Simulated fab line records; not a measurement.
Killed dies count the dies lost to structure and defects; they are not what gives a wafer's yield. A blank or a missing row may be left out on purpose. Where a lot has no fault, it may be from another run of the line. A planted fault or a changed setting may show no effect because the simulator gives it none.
Struck lot and sound lot, side by side	flow sky130	15 out of 708 route steps
Sound: these wafers, L334.2, L334.3, L334.5. Wafers L330.3, L330.4, L330.5 were the ones struck. Last of all comes the cause.
Each step with rows lists, per side, the tool, then ch with its chambers, then its first start. Under that, the readings that differ: sound wafers	struck wafers	difference of the means	sigmas: that difference in standard deviations of wafers without a fault.
alike: readings with means less than 2 such deviations apart, plus words and numbers identical on both sides. not compared: withheld readings, readings lacking a value on some wafer, bounds such as >300 that could conceal the same value, and numbers that have no deviation in the record and whose values overlap.
A row with sigmas, a row that says differs or no value, or rows on one side alone: a step with any of these is where the two part. When numbers do not overlap yet have no deviation, they are printed without sigmas and do not part them. A reading missing from all wafers of one side parts the sides only when that side holds two or more wafers.

first, 1 step without rows for these wafers: SKY_VIA4_HDPCVD_00 (deposits SiO2, target thk 1750 nm, time 291.7 s).
SKY_VIA4_THK_MEAS_01:
  struck on filmMetro-04, day 44 05:25; sound on filmMetro-01, day 45 01:54
  alike: VIA4_HDPCVD_THK
SKY_VIA4_CMP_02: polishes SiO2.
  sound on cmp-01 ch 0,2, day 45 01:57; struck on cmp-02 ch 0,3, day 44 05:27
  alike: motorCurrentA
SKY_VIA4_BOW_MEAS_03:
  struck on filmMetro-04, day 44 05:47; sound on filmMetro-04, day 45 02:16
  alike: VIA4_BOW
then, 7 steps without rows for these wafers: SKY_VIA4_DEHYDRATE_04 (time 60 s); SKY_VIA4_HMDS_05 (prime time 60 s); SKY_VIA4_COAT_06 (resist thk 1140 nm); SKY_VIA4_SOFTBAKE_07 (time 60 s); SKY_VIA4_EXPOSE_08 (exposes mask VIM4, target cd 800 nm); SKY_VIA4_PEB_09; SKY_VIA4_DEVELOP_10 (develop time 60 s).
SKY_VIA4_OVL_MEAS_11:
  struck on overlay-02, day 45 03:27; sound on overlay-01, day 45 23:41
  alike: VIA4_OVL
SKY_VIA4_ETCH_12: etches SiO2 in C4F8/O2/Ar, stops on TiN, target depth 580 nm.
  sound on rieDiel-01 ch 1,2,3, day 45 23:43; struck on rieDiel-03 ch 0,2, day 45 03:28
  no value came back on the struck wafers for biasW (W), chamberPressureMTorr (mTorr), oesProductAu (a.u.); on the sound wafers biasW (W) reads 1197 1200 1197
reading	sound	struck	difference	sigmas
model.NOVOLAK_of_VIA4_COAT_06.thkNm (nm)	1003 1008 1004	1146 1144 1150	+142	
SKY_VIA4_STRIP_13: strips in O2/N2.
  sound on plasmaAsher-03 ch 0,1, day 45 23:48; struck on plasmaAsher-01 ch 0,1, day 45 03:35
reading	sound	struck	difference	sigmas
stripTimeToEndpointS (s)	12.779 12.829 12.798	14.252 14.240 14.288	+1.458	+56
  alike: drypumpMotorCurrentA, oesProductAu
  not compared: rfHoursCounterH
then, 1 step without rows for these wafers: SKY_VIA4_STRIP_14 (strips in post etch residue remover, time 1200 s).

WHERE THEY PART
Last at SKY_VIA4_STRIP_13 as far as this record goes, first at SKY_VIA4_ETCH_12.

WHY: the cause the simulator had injected
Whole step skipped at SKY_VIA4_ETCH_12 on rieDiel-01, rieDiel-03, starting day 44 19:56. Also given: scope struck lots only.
